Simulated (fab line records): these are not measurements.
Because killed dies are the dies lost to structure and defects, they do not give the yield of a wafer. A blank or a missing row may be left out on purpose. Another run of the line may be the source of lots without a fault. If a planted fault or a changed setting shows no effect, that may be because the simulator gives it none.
What tool caused it?    flow gf180mcu    Sampling: 14 lots, 42 wafers, 5 of 602 route steps

== WHAT EACH GAUGE READ, for each wafer ==
GF_POLY_GATE_CD_MEAS_10 targets a cd of 280 nm. Usual: cd nm reads 280.0 nm (standard deviation 1).
lot   measured      on         cd nm (nm)         flag
L366  day 9 13:15   cd sem-02  279.8 281.3 280.8  
L367  day 9 19:04   cd sem-01  278.5 278.2 279.3  
L368  day 10 01:34  cd sem-02  278.4 278.9 278.4  
L369  day 10 06:35  cd sem-01  280.0 279.3 280.0  
L370  day 10 18:08  cd sem-01  280.4 280.5 279.3  
L371  day 10 22:08  cd sem-01  282.6 281.8 281.1  
L374  day 11 23:47  cd sem-02  274.4 274.3 274.3  OFF
L375  day 12 04:49  cd sem-01  274.6 273.6 274.0  OFF
L376  day 12 11:17  cd sem-01  279.8 280.8 280.6  
L384  day 14 21:26  cd sem-01  279.3 279.1 280.0  
L385  day 15 00:41  cd sem-02  280.8 280.1 282.7  
L386  day 15 12:56  cd sem-02  281.0 281.6 281.1  
L387  day 15 20:53  cd sem-02  279.7 278.8 279.6  
L388  day 16 06:53  cd sem-02  279.6 280.5 279.1  

GF_HV_LDD_CD_MEAS_31 targets a cd of 400 nm. Usual: cd nm reads 400.2 nm (standard deviation 2.3).
lot   measured      on         cd nm (nm)         flag
L366  day 11 22:26  cd sem-01  396.9 399.3 398.0  
L367  day 12 04:08  cd sem-01  403.1 402.2 401.4  
L368  day 12 11:01  cd sem-02  398.2 400.1 399.3  
L369  day 12 17:29  cd sem-02  401.9 399.7 402.7  
L370  day 13 04:44  cd sem-01  401.4 402.4 402.6  
L371  day 13 09:32  cd sem-01  403.6 403.1 399.5  
L374  day 14 14:02  cd sem-01  399.8 400.6 399.8  
L375  day 14 20:07  cd sem-02  402.6 401.0 403.4  
L376  day 15 05:06  cd sem-01  399.5 395.8 399.0  
L384  day 17 19:53  cd sem-01  405.0 404.6 401.8  
L385  day 18 00:26  cd sem-01  396.9 399.3 397.4  
L386  day 18 12:26  cd sem-01  401.5 403.2 402.6  
L387  day 18 20:20  cd sem-01  398.0 398.3 396.3  
L388  day 19 07:56  cd sem-01  404.5 404.2 405.9  

GF_HV_LDD_OVL_MEAS_32. Usual: HV_LDD_02_OVL -0.3 nm, standard deviation 1.1.
lot   measured      on          HV_LDD_02_OVL (nm)  flag
L366  day 11 22:34  overlay-02  0.5 -0.8 -0.6       
L367  day 12 04:16  overlay-01  -1.4 -2.6 -1.3      
L368  day 12 11:07  overlay-01  -0.3 1.4 0.8        
L369  day 12 17:37  overlay-01  0.5 -0.3 -0.3       
L370  day 13 04:49  overlay-02  -0.2 -1.1 -0.7      
L371  day 13 09:40  overlay-02  0.1 1.3 0.1         
L374  day 14 14:10  overlay-02  -0.5 -0.7 -0.6      
L375  day 14 20:13  overlay-01  -2.1 -1.7 -1.0      
L376  day 15 05:11  overlay-01  -0.6 -0.7 -2.3      
L384  day 17 19:58  overlay-02  -1.4 -1.8 0.4       
L385  day 18 00:34  overlay-02  0.6 0.3 0.8         
L386  day 18 12:34  overlay-01  -2.1 -2.4 -1.2      
L387  day 18 20:28  overlay-01  0.6 -0.3 0.0        
L388  day 19 08:04  overlay-01  -2.5 -2.4 -1.1      

GF_PSD_TW_MEAS_11. Usual: PSD_TW 3160, standard deviation 36.
lot   measured      on             PSD_TW          flag
L366  day 14 14:17  film metro-03  3133 3137 3139  
L367  day 14 22:39  film metro-04  3152 3127 3138  
L368  day 15 04:48  film metro-04  3155 3162 3143  
L369  day 15 12:38  film metro-04  3161 3160 3151  
L370  day 16 02:31  film metro-04  3136 3145 3138  
L371  day 16 06:12  film metro-04  3130 3140 3127  
L374  day 17 14:47  film metro-01  3218 3213 3217  
L375  day 17 20:15  film metro-04  3113 3142 3132  
L376  day 18 04:56  film metro-04  3129 3144 3134  
L384  day 20 23:43  film metro-03  3140 3163 3136  
L385  day 21 04:03  film metro-03  3119 3105 3105  
L386  day 21 16:39  film metro-01  3208 3214 3219  
L387  day 22 01:22  film metro-04  3115 3138 3138  
L388  day 22 10:36  film metro-03  3125 3130 3128  

== TOOL THAT RAN EACH LOT (tool first, then ch and the chambers of the sampled wafers, then the start) ==
lot   GF_POLY_GATE_SOFTBAKE_06
L366  litho track-01 ch 0, day 9 04:00
L367  litho track-04 ch 0, day 9 10:00
L368  litho track-01 ch 0, day 9 16:00
L369  litho track-01 ch 0, day 9 22:00
L370  litho track-01 ch 0, day 10 08:00
L371  litho track-02 ch 0, day 10 12:00
L374  litho track-01 ch 0, day 11 14:00
L375  litho track-01 ch 0, day 11 19:00
L376  litho track-02 ch 0, day 12 01:00
L384  litho track-01 ch 0, day 14 11:00
L385  litho track-01 ch 0, day 14 14:00
L386  litho track-02 ch 0, day 15 01:00
L387  litho track-04 ch 0, day 15 09:00
L388  litho track-04 ch 0, day 15 19:00
- GF_POLY_GATE_SOFTBAKE_06: time 60 s.

== WHAT THE TOOLS THEMSELVES READ (means of the sampled wafers that have a number; where no wafer has one, the mark that the record gives instead) ==
GF_POLY_GATE_SOFTBAKE_06. Usual: run length s reads 89.32 s (standard deviation 0.27).
lot   tool            run length s (s)  flag
L366  litho track-01  89.43             
L367  litho track-04  89.00             
L368  litho track-01  89.45             
L369  litho track-01  89.61             
L370  litho track-01  89.47             
L371  litho track-02  89.47             
L374  litho track-01  133.43            OFF
L375  litho track-01  133.48            OFF
L376  litho track-02  89.46             
L384  litho track-01  89.50             
L385  litho track-01  89.44             
L386  litho track-02  89.44             
L387  litho track-04  88.90             
L388  litho track-04  89.04             

== THE ANSWER, worked out from the rows above alone ==
Rule: lot off if the mean of its wafers having a number is beyond 3 standard deviations from the usual mean. Also off: a lot with no number at a reading for which 4 or more lots have one. Any other lot the step has rows for is counted as sound. First the gauges in route order, then the tools' own readings, where a lot's mean is used as printed above. The first step at which some lot is off is used, and at that step the reading that is off furthest; a lot without a number counts as furthest.
Off at GF_POLY_GATE_CD_MEAS_10 (cd nm): L374, L375.
If a tool, at a process step before that reading, ran all the lots that are off and no sound lot after the first of them, it fits. Not tried: the gauges at GF_POLY_GATE_CD_MEAS_10; whatever is off there is also off at GF_POLY_GATE_SOFTBAKE_06, on other tools, and gauge error can't account for it. Not one of the candidates tried fits.

== WHAT THE SIMULATOR PUT IN ==
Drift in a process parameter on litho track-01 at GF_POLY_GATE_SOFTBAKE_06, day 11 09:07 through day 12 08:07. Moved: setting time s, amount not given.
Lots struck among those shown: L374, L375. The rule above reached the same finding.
